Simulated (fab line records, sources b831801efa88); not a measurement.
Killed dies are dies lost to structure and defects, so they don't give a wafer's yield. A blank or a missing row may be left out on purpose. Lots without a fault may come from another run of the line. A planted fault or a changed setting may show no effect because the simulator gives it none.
Split-lot experiment | flow sky130 | 5 lots, 23 wafers read, on a route of 708 steps

THE SPLIT
At SKY_LI_CONTACT_ETCH_14 (etches BARC in N2/H2, stops on SiO2, time 45.9 s, target depth 60 nm), the setting time_s was moved away from the recipe's 45.9 s on 8 of the 23 wafers read, by -11.6% to +13.2%. The other wafers ran this setting at the recipe's value.

The reading is taken at the split's own step.

THE READING
KrF-thick_of_LI_CONTACT_COAT_07.thk_nm (the simulator's own value, which no gauge read), in nm, at SKY_LI_CONTACT_ETCH_14 (etches BARC in N2/H2, stops on SiO2, time 45.9 s, target depth 60 nm). The file gives no usual value for it. The 15 wafers here that ran the recipe average 393.2 nm, standard deviation 2 nm.

wafer  | tool, chamber at the split | time_s as run, s | against the recipe | KrF-thick_of_LI_CONTACT_COAT_07.thk_nm, nm | against lot-mates on the recipe
L076.2 | rie_diel-02, 0             | 45.9             | recipe             | 395.3                                      | -
L076.3 | rie_diel-02, 3             | 45.9             | recipe             | 396.4                                      | -
L076.4 | rie_diel-02, 1             | 45.9             | recipe             | 395.9                                      | -
L076.5 | rie_diel-02, 1             | 45.9             | recipe             | 394                                        | -
L076.6 | rie_diel-02, 0             | 45.9             | recipe             | 396.9                                      | -
L080.1 | rie_diel-01, 3             | 45.9             | recipe             | 392.1                                      | -
L080.3 | rie_diel-01, 2             | 45.9             | recipe             | 392.7                                      | -
L080.4 | rie_diel-01, 0             | 51.85            | +13.0%             | 387                                        | -5.4
L080.5 | rie_diel-01, 3             | 51.85            | +13.0%             | 385.1                                      | -7.3
L080.6 | rie_diel-01, 2             | 51.85            | +13.0%             | 387.2                                      | -5.2
L081.1 | rie_diel-02, 2             | 45.9             | recipe             | 393.5                                      | -
L081.2 | rie_diel-02, 3             | 40.58            | -11.6%             | 397.7                                      | +5.0
L081.3 | rie_diel-02, 0             | 40.58            | -11.6%             | 398.4                                      | +5.7
L081.4 | rie_diel-02, 1             | 40.58            | -11.6%             | 397                                        | +4.3
L081.6 | rie_diel-02, 1             | 45.9             | recipe             | 391.9                                      | -
L082.1 | rie_diel-02, 3             | 51.96            | +13.2%             | 385.1                                      | -5.9
L082.2 | rie_diel-02, 1             | 45.9             | recipe             | 391.4                                      | -
L082.4 | rie_diel-02, 2             | 45.9             | recipe             | 391.4                                      | -
L082.5 | rie_diel-02, 3             | 45.9             | recipe             | 390.1                                      | -
L082.6 | rie_diel-02, 2             | 51.96            | +13.2%             | 386.7                                      | -4.3
L084.3 | rie_diel-04, 0             | 45.9             | recipe             | 392.9                                      | -
L084.5 | rie_diel-04, 2             | 45.9             | recipe             | 392.1                                      | -
L084.6 | rie_diel-04, 1             | 45.9             | recipe             | 392.1                                      | -

THE FIT
A straight line over all 23 wafers: KrF-thick_of_LI_CONTACT_COAT_07.thk_nm changes by -0.481 nm for each +1% of time_s; r = -0.90; the points scatter about the line by 1.8 nm.
The same after taking each lot's own level away (the mean of its wafers on the recipe; 23 wafers): -0.43 nm for each +1%; r = -0.97; scatter 0.82 nm.
On that fit, the largest move of time_s shifts the reading by 5.7 nm.
The lots' own levels span 390.97 to 395.70 nm, that is 2.4 times the standard deviation above.
So the lot-to-lot level changes the slope: the two fits differ.
Check: with one of the wafers moved furthest among these (+13.2%) left out of the fit, the line predicts -5.63 nm for it against its lot-mates. It came out at -5.87 nm against them.

OTHER SPLITS ON THESE WAFERS
These wafers also went through other splits before the reading. Each is held against what the fit with the lots' levels taken away leaves over:
other split on the same wafers           | wafers away from the commonest value | r with KrF-thick_of_LI_CONTACT_COAT_07.thk_nm (lot level and that fit taken away)
SKY_LDD_HVN_STRIP_09 power_w             | 11                                   | -0.09
SKY_SD_P_DEVELOP_06 dev_temp_c           | 4                                    | +0.22
SKY_SD_P_IMPLANT_09 dose_cm2             | 4                                    | +0.20
SKY_RES_XHIGH_IMPLANT_07 energy_kev      | 4                                    | +0.22
SKY_SD_N_COAT_02 spin_rpm                | 7                                    | +0.18
SKY_SD_N_IMPLANT_09 energy_kev           | 9                                    | -0.06
SKY_LI_CONTACT_CMP_02 leave_above_ref_nm | 8                                    | -0.09
SKY_LI_CONTACT_EXPOSE_09 dose_mj         | 8                                    | -0.06

THE FILE'S OWN FIT
KrF-thick_of_LI_CONTACT_COAT_07.thk_nm changes by -0.425 nm for each +1% of time_s, r = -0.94.
